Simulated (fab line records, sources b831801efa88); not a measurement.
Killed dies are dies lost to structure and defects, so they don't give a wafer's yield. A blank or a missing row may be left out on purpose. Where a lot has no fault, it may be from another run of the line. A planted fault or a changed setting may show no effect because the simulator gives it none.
fab line records | flow sky130 | part 1 of 2: steps 1 to 27 of 36
record: lots: 5 | wafers: 15 | last_day: 49
route steps=708 shown GATE_OXIDE@195 POLY_GATE@204 RES_PROTECT@206
lots that met no fault: from a run of the same line without faults
start_h: hours from the record's first day to the start of the lot's first wafer shown | wait_h: hours from the lot's prior step to this one | " identical to the entry in the row above | L1.1+2: several wafers, shown together as one row | - either no value or no given start | * or withheld: withheld | < > ~ a bound
route shown NAME@n: names a module that has steps shown in the file, with the first one's number in the route | usual: mean/standard deviation taken from wafers without a fault | same: alike in all rows | chamber/n: place in a boat | sites: the reading at each site | _std_site: their standard deviation | _edge_site: inner sites' mean taken away from outer sites' mean | radius_mm: how far each site lies from the wafer's centre | mask NAME#n: copy n | behind: the last tool/chamber to shape the wafer | hold: why the lot went on hold/how many hours it stayed there/how the hold came to an end | device: whichever transistor did not switch (one of n, p or np) | end of line: the tests these same wafers got at the end of their route | where a step has no rows: the recipe by itself | killed: dies that structure and defects cost at the first sort, which is not the same as the wafer's yield | map: a wafer's dies, marking killed ones x, the rest . and places with no die _
set.NAME: the setting the step ran with; set.NAME@STEP: the setting that earlier step ran with | model.NAME: the simulator's own value behind a step, which no gauge read
a table for each step, a row for each wafer; lots at some steps of the route
services: when a tool's chamber went out of use (start_h, in hours from the record's first day, below 0 if earlier), for how many hours, and the reason
== steps ==
step: SKY_GATE_OXIDE_PEB_08
recipe: temp_c: withheld | time_s: * | resist: NOVOLAK
usual: exhaust_pa: 45.2/0.84
lot.wafer | tool           | chamber | start_h | wait_h | exhaust_pa
L077.2    | litho_track-02 | 0       | -       | -      | 44.7
L077.4    | "              | 0       | "       | "      | 46.2
L077.5    | "              | 0       | "       | "      | 45.4
L080.1    | litho_track-02 | 0       | -       | -      | 46.8
L080.2    | "              | 0       | "       | "      | 45.3
L080.3    | "              | 0       | "       | "      | 45.9
L082.1    | litho_track-01 | 0       | -       | -      | 43.1
L082.2    | "              | 0       | "       | "      | 44.1
L082.3    | "              | 0       | "       | "      | 45.1
L083.3    | litho_track-01 | 0       | -       | -      | 45.0
L083.4    | "              | 0       | "       | "      | 44.2
L083.6    | "              | 0       | "       | "      | 44.9
L087.1    | litho_track-01 | 0       | -       | -      | 46.4
L087.4    | "              | 0       | "       | "      | 46.0
L087.5    | "              | 0       | "       | "      | 46.3
step: SKY_GATE_OXIDE_DEVELOP_09
recipe: resist: NOVOLAK | developer: TMAH | develop_time_s: 60 | dev_temp_c: 23
usual: exhaust_pa: 44.9/0.95
same: develop_time_s: 60
lot.wafer | tool           | chamber | start_h | wait_h | exhaust_pa
L077.2    | litho_track-02 | 0       | 356.02  | 0.1    | 44.2
L077.4    | "              | 0       | "       | "      | 44.0
L077.5    | "              | 0       | "       | "      | 45.9
L080.1    | litho_track-02 | 0       | 378.25  | 0.1    | 46.2
L080.2    | "              | 0       | "       | "      | 45.6
L080.3    | "              | 0       | "       | "      | 46.0
L082.1    | litho_track-01 | 0       | 398.66  | 0.1    | 45.7
L082.2    | "              | 0       | "       | "      | 45.3
L082.3    | "              | 0       | "       | "      | 45.2
L083.3    | litho_track-01 | 0       | 405.51  | 0.1    | 44.7
L083.4    | "              | 0       | "       | "      | 45.3
L083.6    | "              | 0       | "       | "      | 46.0
L087.1    | litho_track-01 | 0       | 435.61  | 0.1    | 44.2
L087.4    | "              | 0       | "       | "      | 44.8
L087.5    | "              | 0       | "       | "      | 45.3
step: SKY_GATE_OXIDE_OVL_MEAS_10
usual: GATE_OXIDE_OVL: -0.3/1.5
lot.wafer | tool       | chamber | start_h | wait_h | GATE_OXIDE_OVL[nm]
L077.2    | overlay-02 | -       | 356.15  | 0.1    | 1.9
L077.4    | "          | -       | "       | "      | 3.1
L077.5    | "          | -       | "       | "      | 5.0
L080.1    | overlay-02 | -       | 378.40  | 0.1    | 0.1
L080.2    | "          | -       | "       | "      | -1.0
L080.3    | "          | -       | "       | "      | 1.7
L082.1    | overlay-02 | -       | 398.81  | 0.1    | -1.1
L082.2    | "          | -       | "       | "      | -1.1
L082.3    | "          | -       | "       | "      | -0.7
L083.3    | overlay-02 | -       | 405.62  | 0.1    | 0.8
L083.4    | "          | -       | "       | "      | 1.3
L083.6    | "          | -       | "       | "      | 0.2
L087.1    | overlay-02 | -       | 435.76  | 0.1    | 0.2
L087.4    | "          | -       | "       | "      | -0.3
L087.5    | "          | -       | "       | "      | 0.0
step: SKY_GATE_OXIDE_IMPLANT_11
recipe: species: B | energy_kev: 10 | dose_cm2: 2.655e+12 | tilt_deg: withheld
lot.wafer  | tool         | chamber | start_h | wait_h
L077.2+4+5 | implanter-04 | 0       | 356.21  | 0.0
L080.1+2+3 | implanter-04 | 0       | 378.43  | 0.0
L082.1+2+3 | implanter-03 | 0       | 398.84  | 0.0
L083.3+4+6 | implanter-03 | 0       | 405.69  | 0.1
L087.1+4+5 | implanter-03 | 0       | 435.79  | 0.0
step: SKY_GATE_OXIDE_WET_ETCH_12
recipe: chemistry: dHF | target_depth_nm: 16.8 | dry: n2_spin | target: SiO2 | dilution: 100:1 | temp_c: 25 | time_s: 336
lot.wafer  | tool         | chamber | start_h | wait_h
L077.2+4+5 | wet_bench-04 | 2       | 356.33  | 0.1
L080.1+2+3 | wet_bench-03 | 1       | 378.58  | 0.1
L082.1+2+3 | wet_bench-01 | 2       | 398.99  | 0.1
L083.3+4+6 | wet_bench-01 | 2       | 405.79  | 0.1
L087.1+4+5 | wet_bench-04 | 3       | 435.94  | 0.1
step: SKY_GATE_OXIDE_STRIP_13
recipe: chemistry: O2/N2 | power_w: 1400 | pressure_mtorr: 1500 | platen_temp_c: withheld | o2_flow_sccm: 3000 | n2_flow_sccm: 300 | overash_fraction: 0.5
usual: drypump_motor_current_A: 5.78/0.12 | oes_product_au: 0.716/0.0046 | strip_time_to_endpoint_s: 14.17/0.037
lot.wafer | tool            | chamber | start_h | wait_h | drypump_motor_current_A | oes_product_au | rf_hours_counter_h | strip_time_to_endpoint_s
L077.2    | plasma_asher-03 | 1       | 356.44  | 0.0    | 5.57                    | 0.720          | 22                 | 14.19
L077.4    | "               | 1       | "       | "      | 5.58                    | 0.721          | -                  | 14.21
L077.5    | "               | 0       | "       | "      | 6.01                    | 0.722          | -                  | 14.21
L080.1    | plasma_asher-03 | 1       | 378.69  | 0.0    | 5.56                    | 0.707          | 24                 | 14.17
L080.2    | "               | 0       | "       | "      | 6.06                    | 0.720          | 24                 | 14.19
L080.3    | "               | 1       | "       | "      | 5.56                    | 0.711          | -                  | 14.16
L082.1    | plasma_asher-04 | 1       | 399.10  | 0.0    | 5.77                    | 0.717          | 72                 | 14.20
L082.2    | "               | 0       | "       | "      | 5.72                    | 0.721          | 72                 | 14.19
L082.3    | "               | 1       | "       | "      | 5.78                    | 0.712          | -                  | 14.12
L083.3    | plasma_asher-04 | 1       | 405.93  | 0.0    | 5.85                    | 0.721          | -                  | 14.13
L083.4    | "               | 0       | "       | "      | 5.72                    | 0.714          | -                  | 14.18
L083.6    | "               | 1       | "       | "      | 5.82                    | 0.705          | -                  | 14.18
L087.1    | plasma_asher-04 | 0       | 436.06  | 0.0    | 5.66                    | 0.718          | 1                  | 14.19
L087.4    | "               | 1       | "       | "      | 5.82                    | 0.711          | -                  | 14.14
L087.5    | "               | 0       | "       | "      | 5.67                    | 0.716          | -                  | 14.14
step: SKY_GATE_OXIDE_TW_MEAS_14
usual: GATE_OXIDE_TW: 226.5/2.5
lot.wafer | tool          | chamber | start_h | wait_h | GATE_OXIDE_TW
L077.2    | film_metro-02 | -       | 356.55  | 0.1    | 223.6
L077.4    | "             | -       | "       | "      | 223.1
L077.5    | "             | -       | "       | "      | 223.6
L080.1    | film_metro-04 | -       | 378.79  | 0.1    | 229.8
L080.2    | "             | -       | "       | "      | 230.3
L080.3    | "             | -       | "       | "      | 228.2
L082.1    | film_metro-04 | -       | 399.20  | 0.1    | 228.1
L082.2    | "             | -       | "       | "      | 228.3
L082.3    | "             | -       | "       | "      | 228.3
L083.3    | film_metro-04 | -       | 406.02  | 0.1    | 227.7
L083.4    | "             | -       | "       | "      | 228.4
L083.6    | "             | -       | "       | "      | 229.1
L087.1    | film_metro-04 | -       | 436.16  | 0.1    | 229.9
L087.4    | "             | -       | "       | "      | 227.7
L087.5    | "             | -       | "       | "      | 230.4
step: SKY_GATE_OXIDE_CLEAN_15
recipe: chemistry: SC1/SC2 | mix: 1:4:20 | temp_c: 70 | time_s: 150 | dry: n2_spin
lot.wafer  | tool         | chamber | start_h | wait_h
L077.2+4+5 | wet_bench-04 | 1       | 356.60  | 0.0
L080.1+2+3 | wet_bench-03 | 2       | 378.85  | 0.1
L082.1+2+3 | wet_bench-03 | 2       | 399.26  | 0.1
L083.3+4+6 | wet_bench-03 | 3       | 406.06  | 0.0
L087.1+4+5 | wet_bench-04 | 3       | 436.22  | 0.1
step: SKY_GATE_OXIDE_OXIDATION_16
recipe: temp_c: 800 | ambient: O2 | idle_temp_c: 700 | ramp_up_c_per_min: 10 | ramp_down_c_per_min: 3 | stabilise_s: 600 | purge_s: 300 | target_thk_a: 35.7 | ox_time_s: 1915
usual: spike_tc_lower_C: 800.2/1 | tube_center_temp_C_max: 802.1/0.35 | zone_power_upper_pct: 13.9/1.2
lot.wafer | tool       | chamber | start_h | wait_h | spike_tc_lower_C | tube_center_temp_C_max | zone_power_upper_pct
L077.2    | furnace-02 | 0       | 357.09  | 0.4    | 800.2            | 802.1                  | 13.0
L077.4    | "          | 0       | "       | "      | 799.9            | 802.0                  | 12.9
L077.5    | "          | 0       | "       | "      | 801.4            | 801.6                  | 13.0
L080.1    | furnace-01 | 0       | 380.38  | 1.5    | 801.1            | 802.0                  | 15.5
L080.2    | "          | 0       | "       | "      | 799.7            | 802.9                  | 15.6
L080.3    | "          | 0       | "       | "      | 801.3            | 802.5                  | 15.5
L082.1    | furnace-02 | 0       | 399.31  | 0.0    | 800.0            | 802.5                  | 13.3
L082.2    | "          | 0       | "       | "      | 799.1            | 802.6                  | 13.3
L082.3    | "          | 0       | "       | "      | 801.5            | 801.7                  | 13.1
L083.3    | furnace-02 | 0       | 406.30  | 0.2    | 800.0            | 802.1                  | 13.2
L083.4    | "          | 0       | "       | "      | 801.1            | 801.9                  | 13.2
L083.6    | "          | 0       | "       | "      | 799.7            | 802.0                  | 13.3
L087.1    | furnace-02 | 0       | 437.20  | 0.9    | 799.2            | 801.9                  | 13.3
L087.4    | "          | 0       | "       | "      | 801.1            | 802.2                  | 13.2
L087.5    | "          | 0       | "       | "      | 801.1            | 801.8                  | 13.1
step: SKY_POLY_GATE_CVD_00
recipe: material: poly-Si | target_thk_nm: 180 | temp_c: 620 | time_s: 720 | pressure_mtorr: 200
usual: spike_tc_lower_C: 621.3/1.1 | zone_power_upper_pct: 8.9/0.5
lot.wafer | tool     | chamber | start_h | wait_h | spike_tc_lower_C | zone_power_upper_pct
L077.2    | lpcvd-01 | 1       | 358.63  | 0.0    | 623.3            | 9.4
L077.4    | "        | 1       | "       | "      | 624.4            | 9.4
L077.5    | "        | 1       | "       | "      | 622.1            | 9.4
L080.1    | lpcvd-01 | 1       | 381.91  | 0.0    | 621.6            | 9.3
L080.2    | "        | 1       | "       | "      | 622.5            | 9.4
L080.3    | "        | 1       | "       | "      | 620.7            | 9.3
L082.1    | lpcvd-01 | 1       | 400.84  | 0.0    | 621.9            | 9.3
L082.2    | "        | 1       | "       | "      | 621.1            | 9.4
L082.3    | "        | 1       | "       | "      | 622.0            | 9.4
L083.3    | lpcvd-01 | 0       | 407.83  | 0.0    | 620.6            | 8.3
L083.4    | "        | 0       | "       | "      | 620.2            | 8.4
L083.6    | "        | 0       | "       | "      | 620.9            | 8.4
L087.1    | lpcvd-01 | 0       | 438.73  | 0.0    | 620.0            | 8.4
L087.4    | "        | 0       | "       | "      | 619.6            | 8.4
L087.5    | "        | 0       | "       | "      | 620.9            | 8.3
step: SKY_POLY_GATE_THK_MEAS_01
recipe: reads: poly-Si_of_POLY_GATE_CVD_00
usual: POLY_GATE_CVD_00_THK: 180.6/1.6
lot.wafer | tool          | chamber | start_h | wait_h | POLY_GATE_CVD_00_THK[nm]
L077.2    | film_metro-02 | -       | 359.84  | 0.0    | 179.6
L077.4    | "             | -       | "       | "      | 180.3
L077.5    | "             | -       | "       | "      | 179.8
L080.1    | film_metro-03 | -       | 383.71  | 0.0    | 179.8
L080.2    | "             | -       | "       | "      | 179.9
L080.3    | "             | -       | "       | "      | 179.4
L082.1    | film_metro-04 | -       | 402.04  | 0.0    | 179.8
L082.2    | "             | -       | "       | "      | 180.3
L082.3    | "             | -       | "       | "      | 179.1
L083.3    | film_metro-03 | -       | 409.05  | 0.0    | 180.6
L083.4    | "             | -       | "       | "      | 178.7
L083.6    | "             | -       | "       | "      | 179.9
L087.1    | film_metro-02 | -       | 439.93  | 0.0    | 180.4
L087.4    | "             | -       | "       | "      | 180.5
L087.5    | "             | -       | "       | "      | 179.8
step: SKY_RES_PROTECT_DEHYDRATE_00
recipe: temp_c: 200 | time_s: 60
usual: exhaust_pa: 45.0/0.75
lot.wafer | tool           | chamber | start_h | wait_h | exhaust_pa
L077.2    | litho_track-04 | 0       | 372.91  | 13.1   | 45.3
L077.4    | "              | 0       | "       | "      | 46.1
L077.5    | "              | 0       | "       | "      | 45.9
L080.1    | litho_track-02 | 0       | 397.10  | 13.4   | 45.6
L080.2    | "              | 0       | "       | "      | 45.0
L080.3    | "              | 0       | "       | "      | 46.1
L082.1    | litho_track-03 | 0       | 416.93  | 14.9   | 45.1
L082.2    | "              | 0       | "       | "      | 45.3
L082.3    | "              | 0       | "       | "      | 46.0
L083.3    | litho_track-02 | 0       | 423.45  | 14.4   | 44.9
L083.4    | "              | 0       | "       | "      | 45.4
L083.6    | "              | 0       | "       | "      | 44.5
L087.1    | litho_track-02 | 0       | 454.45  | 14.5   | 46.6
L087.4    | "              | 0       | "       | "      | 45.1
L087.5    | "              | 0       | "       | "      | 45.9
step: SKY_RES_PROTECT_HMDS_01
recipe: prime_time_s: 60 | prime_temp_c: 120
usual: exhaust_pa: 45.3/0.89
lot.wafer | tool           | chamber | start_h | wait_h | exhaust_pa
L077.2    | litho_track-04 | 0       | 373.06  | 0.1    | 45.3
L077.4    | "              | 0       | "       | "      | 44.8
L077.5    | "              | 0       | "       | "      | 44.9
L080.1    | litho_track-02 | 0       | 397.25  | 0.1    | 46.1
L080.2    | "              | 0       | "       | "      | 45.1
L080.3    | "              | 0       | "       | "      | 46.1
L082.1    | litho_track-03 | 0       | 417.08  | 0.1    | 45.9
L082.2    | "              | 0       | "       | "      | 45.3
L082.3    | "              | 0       | "       | "      | 45.5
L083.3    | litho_track-02 | 0       | 423.60  | 0.1    | 46.6
L083.4    | "              | 0       | "       | "      | 44.6
L083.6    | "              | 0       | "       | "      | 44.8
L087.1    | litho_track-02 | 0       | 454.60  | 0.1    | 45.9
L087.4    | "              | 0       | "       | "      | 45.8
L087.5    | "              | 0       | "       | "      | 45.2
step: SKY_RES_PROTECT_COAT_02
recipe: resist: NOVOLAK | spin_rpm: 3000 | resist_thk_nm: 1140
usual: exhaust_pa: 45.1/0.95
lot.wafer | tool           | chamber | start_h | wait_h | exhaust_pa
L077.2    | litho_track-04 | 0       | 373.21  | 0.1    | 46.4
L077.4    | "              | 0       | "       | "      | 46.2
L077.5    | "              | 0       | "       | "      | 46.0
L080.1    | litho_track-02 | 0       | 397.40  | 0.1    | 46.0
L080.2    | "              | 0       | "       | "      | 45.0
L080.3    | "              | 0       | "       | "      | 44.7
L082.1    | litho_track-03 | 0       | 417.23  | 0.1    | 45.5
L082.2    | "              | 0       | "       | "      | 45.4
L082.3    | "              | 0       | "       | "      | 45.2
L083.3    | litho_track-02 | 0       | 423.75  | 0.1    | 45.8
L083.4    | "              | 0       | "       | "      | 45.7
L083.6    | "              | 0       | "       | "      | 45.3
L087.1    | litho_track-02 | 0       | 454.75  | 0.1    | 46.2
L087.4    | "              | 0       | "       | "      | 44.8
L087.5    | "              | 0       | "       | "      | 45.5
step: SKY_RES_PROTECT_SOFTBAKE_03
recipe: temp_c: 90 | time_s: 60 | resist: NOVOLAK
usual: exhaust_pa: 45.0/0.86
lot.wafer | tool           | chamber | start_h | wait_h | exhaust_pa
L077.2    | litho_track-04 | 0       | 373.36  | 0.1    | 44.0
L077.4    | "              | 0       | "       | "      | 44.3
L077.5    | "              | 0       | "       | "      | 45.5
L080.1    | litho_track-02 | 0       | 397.55  | 0.1    | 44.4
L080.2    | "              | 0       | "       | "      | 45.0
L080.3    | "              | 0       | "       | "      | 45.3
L082.1    | litho_track-03 | 0       | 417.38  | 0.1    | 43.6
L082.2    | "              | 0       | "       | "      | 43.6
L082.3    | "              | 0       | "       | "      | 45.1
L083.3    | litho_track-02 | 0       | 423.90  | 0.1    | 44.6
L083.4    | "              | 0       | "       | "      | 44.3
L083.6    | "              | 0       | "       | "      | 45.2
L087.1    | litho_track-02 | 0       | 454.90  | 0.1    | 44.9
L087.4    | "              | 0       | "       | "      | 45.9
L087.5    | "              | 0       | "       | "      | 45.3
step: SKY_RES_PROTECT_EXPOSE_04
recipe: mask_id: RPM | na: 0.6 | source_shape: conventional | sigma_outer: 0.6 | polarization: unpolarized | target_cd_nm: 1270 | dose_mj: 131
lot.wafer  | tool             | chamber | start_h | wait_h | mask
L077.2+4+5 | iline_stepper-01 | 0       | -       | -      | RPM#0
L080.1+2+3 | iline_stepper-02 | 0       | -       | -      | RPM#0
L082.1+2+3 | iline_stepper-02 | 0       | -       | -      | RPM#0
L083.3+4+6 | iline_stepper-01 | 0       | -       | -      | RPM#0
L087.1+4+5 | iline_stepper-01 | 0       | -       | -      | RPM#0
step: SKY_RES_PROTECT_PEB_05
recipe: temp_c: withheld | time_s: * | resist: NOVOLAK
usual: exhaust_pa: 45.1/1
lot.wafer | tool           | chamber | start_h | wait_h | exhaust_pa
L077.2    | litho_track-03 | 0       | -       | -      | 45.5
L077.4    | "              | 0       | "       | "      | 46.6
L077.5    | "              | 0       | "       | "      | 46.4
L080.1    | litho_track-02 | 0       | -       | -      | 44.6
L080.2    | "              | 0       | "       | "      | 44.0
L080.3    | "              | 0       | "       | "      | 43.0
L082.1    | litho_track-02 | 0       | -       | -      | 45.2
L082.2    | "              | 0       | "       | "      | 46.8
L082.3    | "              | 0       | "       | "      | 46.4
L083.3    | litho_track-04 | 0       | -       | -      | 44.3
L083.4    | "              | 0       | "       | "      | 45.1
L083.6    | "              | 0       | "       | "      | 45.1
L087.1    | litho_track-04 | 0       | -       | -      | 44.3
L087.4    | "              | 0       | "       | "      | 44.0
L087.5    | "              | 0       | "       | "      | 44.2
step: SKY_RES_PROTECT_DEVELOP_06
recipe: resist: NOVOLAK | developer: TMAH | develop_time_s: 60 | dev_temp_c: 23
usual: exhaust_pa: 44.9/0.83
same: develop_time_s: 60
lot.wafer | tool           | chamber | start_h | wait_h | exhaust_pa
L077.2    | litho_track-03 | 0       | 387.21  | 0.1    | 45.1
L077.4    | "              | 0       | "       | "      | 44.8
L077.5    | "              | 0       | "       | "      | 44.9
L080.1    | litho_track-02 | 0       | 412.05  | 0.1    | 45.3
L080.2    | "              | 0       | "       | "      | 44.9
L080.3    | "              | 0       | "       | "      | 45.1
L082.1    | litho_track-02 | 0       | 432.05  | 0.1    | 44.0
L082.2    | "              | 0       | "       | "      | 44.6
L082.3    | "              | 0       | "       | "      | 43.9
L083.3    | litho_track-04 | 0       | 439.14  | 0.1    | 45.4
L083.4    | "              | 0       | "       | "      | 43.3
L083.6    | "              | 0       | "       | "      | 45.3
L087.1    | litho_track-04 | 0       | 470.79  | 0.1    | 43.9
L087.4    | "              | 0       | "       | "      | 43.7
L087.5    | "              | 0       | "       | "      | 44.0
step: SKY_POLY_GATE_IMPLANT_02
recipe: species: P | energy_kev: 30 | dose_cm2: 7.7e+15 | tilt_deg: 0
lot.wafer  | tool         | chamber | start_h | wait_h
L077.2+4+5 | implanter-01 | 0       | 387.36  | 0.1
L080.1+2+3 | implanter-01 | 0       | 412.20  | 0.1
L082.1+2+3 | implanter-04 | 0       | 432.20  | 0.1
L083.3+4+6 | implanter-04 | 0       | 439.29  | 0.1
L087.1+4+5 | implanter-04 | 0       | 470.94  | 0.1
step: SKY_RES_PROTECT_STRIP_07
recipe: chemistry: O2/N2 | power_w: 1400 | pressure_mtorr: 1500 | platen_temp_c: withheld | o2_flow_sccm: 3000 | n2_flow_sccm: 300 | overash_fraction: 0.5
usual: drypump_motor_current_A: 5.75/0.18 | oes_product_au: 0.518/0.0045 | strip_time_to_endpoint_s: 23.29/0.041
lot.wafer | tool            | chamber | start_h | wait_h | drypump_motor_current_A | oes_product_au | rf_hours_counter_h | strip_time_to_endpoint_s
L077.2    | plasma_asher-04 | 1       | 387.48  | 0.1    | 5.81                    | 0.522          | 71                 | 23.29
L077.4    | "               | 1       | "       | "      | 5.79                    | 0.516          | -                  | 23.33
L077.5    | "               | 1       | "       | "      | 5.83                    | 0.516          | -                  | 23.30
L080.1    | plasma_asher-02 | 0       | 412.35  | 0.1    | 5.52                    | 0.516          | 60                 | 23.29
L080.2    | "               | 1       | "       | "      | 5.89                    | 0.521          | 60                 | 23.30
L080.3    | "               | 1       | "       | "      | 5.90                    | 0.512          | -                  | 23.35
L082.1    | plasma_asher-04 | 0       | 432.35  | 0.1    | 5.76                    | 0.512          | 0                  | 23.32
L082.2    | "               | 1       | "       | "      | 5.78                    | 0.522          | 0                  | 23.34
L082.3    | "               | 0       | "       | "      | 5.72                    | 0.518          | -                  | 23.32
L083.3    | plasma_asher-04 | 0       | 439.42  | 0.1    | 5.73                    | 0.519          | -                  | 23.31
L083.4    | "               | 1       | "       | "      | 5.81                    | 0.514          | -                  | 23.36
L083.6    | "               | 1       | "       | "      | 5.81                    | 0.527          | -                  | 23.34
L087.1    | plasma_asher-03 | 1       | 471.09  | 0.1    | 5.56                    | 0.525          | 33                 | 23.30
L087.4    | "               | 0       | "       | "      | 6.06                    | 0.523          | -                  | 23.26
L087.5    | "               | 0       | "       | "      | 6.06                    | 0.518          | -                  | 23.30
step: SKY_RES_PROTECT_TW_MEAS_08
usual: POLY_GATE_TW: 4058/44
lot.wafer | tool          | chamber | start_h | wait_h | POLY_GATE_TW
L077.2    | film_metro-03 | -       | 387.59  | 0.1    | 4009
L077.4    | "             | -       | "       | "      | 3997
L077.5    | "             | -       | "       | "      | 4004
L080.1    | film_metro-04 | -       | 412.45  | 0.1    | 4087
L080.2    | "             | -       | "       | "      | 4116
L080.3    | "             | -       | "       | "      | 4092
L082.1    | film_metro-04 | -       | 432.45  | 0.1    | 4099
L082.2    | "             | -       | "       | "      | 4112
L082.3    | "             | -       | "       | "      | 4106
L083.3    | film_metro-03 | -       | 439.51  | 0.1    | 4005
L083.4    | "             | -       | "       | "      | 3980
L083.6    | "             | -       | "       | "      | 4016
L087.1    | film_metro-03 | -       | 471.19  | 0.1    | 4002
L087.4    | "             | -       | "       | "      | 4003
L087.5    | "             | -       | "       | "      | 3984
step: SKY_RES_PROTECT_CLEAN_09
recipe: chemistry: SC1/SC2 | mix: 1:4:20 | temp_c: 70 | time_s: 150 | dry: n2_spin
lot.wafer  | tool         | chamber | start_h | wait_h
L077.2+4+5 | wet_bench-04 | 1       | 387.64  | 0.0
L080.1+2+3 | wet_bench-03 | 3       | 412.51  | 0.1
L082.1+2+3 | wet_bench-02 | 1       | 432.51  | 0.1
L083.3+4+6 | wet_bench-03 | 1       | 439.55  | 0.0
L087.1+4+5 | wet_bench-02 | 2       | 471.25  | 0.1
step: SKY_POLY_GATE_CVD_03
recipe: material: Si3N4 | precursor: DCS/NH3 | target_thk_nm: 75 | temp_c: 770 | time_s: 1290 | pressure_mtorr: 250
usual: spike_tc_lower_C: 770.3/0.94 | zone_power_upper_pct: 11.4/0.34
lot.wafer | tool     | chamber | start_h | wait_h | spike_tc_lower_C | zone_power_upper_pct
L077.2    | lpcvd-02 | 0       | 387.69  | 0.0    | 771.8            | 11.3
L077.4    | "        | 0       | "       | "      | 770.4            | 11.5
L077.5    | "        | 0       | "       | "      | 769.9            | 11.2
L080.1    | lpcvd-02 | 0       | 412.94  | 0.4    | 768.9            | 11.1
L080.2    | "        | 0       | "       | "      | 770.6            | 11.2
L080.3    | "        | 0       | "       | "      | 770.4            | 11.2
L082.1    | lpcvd-02 | 0       | 433.53  | 1.0    | 769.8            | 11.2
L082.2    | "        | 0       | "       | "      | 770.6            | 11.1
L082.3    | "        | 0       | "       | "      | 771.0            | 11.4
L083.3    | lpcvd-02 | 0       | 440.67  | 1.1    | 770.7            | 11.0
L083.4    | "        | 0       | "       | "      | 770.9            | 11.1
L083.6    | "        | 0       | "       | "      | 770.0            | 11.3
L087.1    | lpcvd-02 | 0       | 471.30  | 0.0    | 770.5            | 11.2
L087.4    | "        | 0       | "       | "      | 771.2            | 11.2
L087.5    | "        | 0       | "       | "      | 770.9            | 11.0
step: SKY_POLY_GATE_THK_MEAS_04
recipe: reads: Si3N4_of_POLY_GATE_CVD_03
usual: POLY_GATE_CVD_03_THK: 75.3/0.88
lot.wafer | tool          | chamber | start_h | wait_h | POLY_GATE_CVD_03_THK[nm]
L077.2    | film_metro-02 | -       | 389.06  | 0.0    | 74.5
L077.4    | "             | -       | "       | "      | 74.1
L077.5    | "             | -       | "       | "      | 73.7
L080.1    | film_metro-02 | -       | 414.30  | 0.0    | 75.3
L080.2    | "             | -       | "       | "      | 74.8
L080.3    | "             | -       | "       | "      | 75.0
L082.1    | film_metro-02 | -       | 434.88  | 0.0    | 76.3
L082.2    | "             | -       | "       | "      | 76.1
L082.3    | "             | -       | "       | "      | 76.0
L083.3    | film_metro-02 | -       | 442.04  | 0.0    | 75.8
L083.4    | "             | -       | "       | "      | 75.8
L083.6    | "             | -       | "       | "      | 75.9
L087.1    | film_metro-03 | -       | 472.66  | 0.0    | 76.2
L087.4    | "             | -       | "       | "      | 75.9
L087.5    | "             | -       | "       | "      | 76.0
step: SKY_POLY_GATE_DEHYDRATE_05
recipe: temp_c: 200 | time_s: 60
usual: exhaust_pa: 45.1/0.84
lot.wafer | tool           | chamber | start_h | wait_h | exhaust_pa
L077.2    | litho_track-04 | 0       | 403.11  | 14.0   | 44.7
L077.4    | "              | 0       | "       | "      | 44.8
L077.5    | "              | 0       | "       | "      | 44.9
L080.1    | litho_track-03 | 0       | 428.68  | 14.4   | 45.0
L080.2    | "              | 0       | "       | "      | 44.7
L080.3    | "              | 0       | "       | "      | 45.8
L082.1    | litho_track-04 | 0       | 450.04  | 15.1   | 46.6
L082.2    | "              | 0       | "       | "      | 46.5
L082.3    | "              | 0       | "       | "      | 44.6
L083.3    | litho_track-01 | 0       | 456.76  | 14.7   | 44.3
L083.4    | "              | 0       | "       | "      | 43.7
L083.6    | "              | 0       | "       | "      | 45.1
L087.1    | litho_track-04 | 0       | 487.39  | 14.7   | 45.2
L087.4    | "              | 0       | "       | "      | 45.5
L087.5    | "              | 0       | "       | "      | 45.2
step: SKY_POLY_GATE_HMDS_06
recipe: prime_time_s: 60 | prime_temp_c: 120
usual: exhaust_pa: 45.0/0.85
lot.wafer | tool           | chamber | start_h | wait_h | exhaust_pa
L077.2    | litho_track-04 | 0       | 403.26  | 0.1    | 45.4
L077.4    | "              | 0       | "       | "      | 44.3
L077.5    | "              | 0       | "       | "      | 44.9
L080.1    | litho_track-03 | 0       | 428.83  | 0.1    | 46.7
L080.2    | "              | 0       | "       | "      | 45.7
L080.3    | "              | 0       | "       | "      | 45.1
L082.1    | litho_track-04 | 0       | 450.19  | 0.1    | 45.8
L082.2    | "              | 0       | "       | "      | 47.0
L082.3    | "              | 0       | "       | "      | 45.1
L083.3    | litho_track-01 | 0       | 456.91  | 0.1    | 44.5
L083.4    | "              | 0       | "       | "      | 44.0
L083.6    | "              | 0       | "       | "      | 44.1
L087.1    | litho_track-04 | 0       | 487.54  | 0.1    | 45.9
L087.4    | "              | 0       | "       | "      | 43.4
L087.5    | "              | 0       | "       | "      | 44.0
step: SKY_POLY_GATE_COAT_07
recipe: resist: BARC | temp_c: withheld | time_s: withheld | spin_rpm: 3000 | resist_thk_nm: 110
usual: exhaust_pa: 45.1/0.95
lot.wafer | tool           | chamber | start_h | wait_h | exhaust_pa
L077.2    | litho_track-04 | 0       | 403.41  | 0.1    | 44.7
L077.4    | "              | 0       | "       | "      | 45.0
L077.5    | "              | 0       | "       | "      | 45.4
L080.1    | litho_track-03 | 0       | 428.98  | 0.1    | 44.9
L080.2    | "              | 0       | "       | "      | 44.7
L080.3    | "              | 0       | "       | "      | 44.8
L082.1    | litho_track-04 | 0       | 450.34  | 0.1    | 44.8
L082.2    | "              | 0       | "       | "      | 44.4
L082.3    | "              | 0       | "       | "      | 45.6
L083.3    | litho_track-01 | 0       | 457.06  | 0.1    | 45.7
L083.4    | "              | 0       | "       | "      | 46.4
L083.6    | "              | 0       | "       | "      | 46.1
L087.1    | litho_track-04 | 0       | 487.69  | 0.1    | 45.6
L087.4    | "              | 0       | "       | "      | 47.0
L087.5    | "              | 0       | "       | "      | 45.9
